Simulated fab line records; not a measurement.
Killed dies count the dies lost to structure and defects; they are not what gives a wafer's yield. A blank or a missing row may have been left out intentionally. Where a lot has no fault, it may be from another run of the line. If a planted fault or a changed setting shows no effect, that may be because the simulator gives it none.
8D (eight disciplines) problem report, filled in by code ; flow gf180mcu ; the parts of the form that need people (team, actions taken, sign-off) are left out

== 1. PROBLEM STATEMENT ==
GF_M4_STRIP_17, strip-time-to-endpoint-s: mean 6.86 s over 1 wafer from 1 lot; wafers with no fault: 7.87 s, standard deviation 0.043. That puts it -23 standard deviations away from the usual mean.
The step: strips in O2/N2.
First seen on wafer L543.2, day 29 06:40, on plasma-asher-03. The record has a number at this step for 36 wafers belonging to 12 lots. Rule for "out", or "out of limits": more than 4 standard deviations from the usual mean. The other wafers with a number count as sound.

== 2. WHAT IT IS, AND WHAT IT ISN'T ==
question;is;is not
which readings at this step;strip-time-to-endpoint-s, oes-product-au;drypump-motor-current-A, heater-power-w, n2-flow-sccm
which lots;L543;L525, L526, L527, L528, L531, L532, L533, L534, L535, L545, L548
which wafers of those lots;L543.2;L543.1, L543.3
read on which tools;plasma-asher-03;plasma-asher-02, plasma-asher-04
when;from day 29 06:40;"up to then (29 sound wafers); but 6 sound wafers of L545, L548 came after"

== 3. WHAT RULES OUT EACH SUSPECT ==
Counting: if a tool at a process step up to the reading ran every lot that is out, it stays a suspect. Sound lots after the first of them don't rule it out here, since some wafers of a struck lot are sound.
- rie-metal-03 at GF_M4_METAL_ETCH_16 (etches the open film in Cl2/BCl3, stops on SiO2, target depth 627.5 nm, time 104.6 s): kept. L543, the lot that is out, went through it at day 29 06:34; up to then, the latest sound lot through it was L535 at day 26 21:10.
- plasma-asher-03 at GF_M4_STRIP_17 (strips in O2/N2): kept. L543, the lot that is out, went through it at day 29 06:40; up to then, the latest sound lot through it was L527 at day 24 06:25. On those wafers its own readings are out: oes-product-au, strip-time-to-endpoint-s.
- The sound lot-mates ran in chamber 1 of rie-metal-03 at GF_M4_METAL_ETCH_16, but the wafers that are out ran in chamber 0.
- The sound lot-mates ran in chamber 0 of plasma-asher-03 at GF_M4_STRIP_17, but the wafers that are out ran in chamber 1.
Remaining after the count are rie-metal-03 at GF_M4_METAL_ETCH_16 and plasma-asher-03 at GF_M4_STRIP_17.

== 4. THE CAUSE (what the simulator had put in) ==
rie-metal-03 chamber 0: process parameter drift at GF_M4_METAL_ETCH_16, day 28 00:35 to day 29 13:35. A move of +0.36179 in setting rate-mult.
This tool is one of the 2 suspects left after counting.

== 5. THE CHAIN OF EFFECTS, in route order ==
Each row: a reading where the mean over the struck wafers with a number is more than 3 standard deviations away from the usual. Only readings whose record carries a usual standard deviation are examined. hours: median over the lots of the time between each lot's start at the first step of this table that gives one and its start at this step. sigmas: the change, counted in usual standard deviations.
hours;step;reading;usual;on struck wafers;change;sigmas
0;GF_M4_STRIP_17;oes-product-au;0.557 a.u.;0.512;-0.045;-8.5
0;GF_M4_STRIP_17;strip-time-to-endpoint-s;7.87 s;6.86;-1.01;-23
Here are the process steps it includes:
- GF_M4_STRIP_17: strips in O2/N2.
Later measuring or inspecting steps at which every struck wafer that the step has a row for has a number for every such reading, and none has moved that far: GF_V4_THK_MEAS_03.

== 6. HOW IT WOULD HAVE BEEN CAUGHT EARLIER ==
First out-of-limits reading in this record: day 29 06:40, which is 30 hours after fault onset at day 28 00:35.
No tool reading at GF_M4_METAL_ETCH_16 that has a usual standard deviation in the record was out on any struck wafer, so an alarm limit of 4 standard deviations on those readings would not have fired.
The start of GF_M4_METAL_ETCH_16 on rie-metal-03 came by day 29 06:40 for every one of the lots that are out (1). A hold on the tool at that time would have spared none of them.
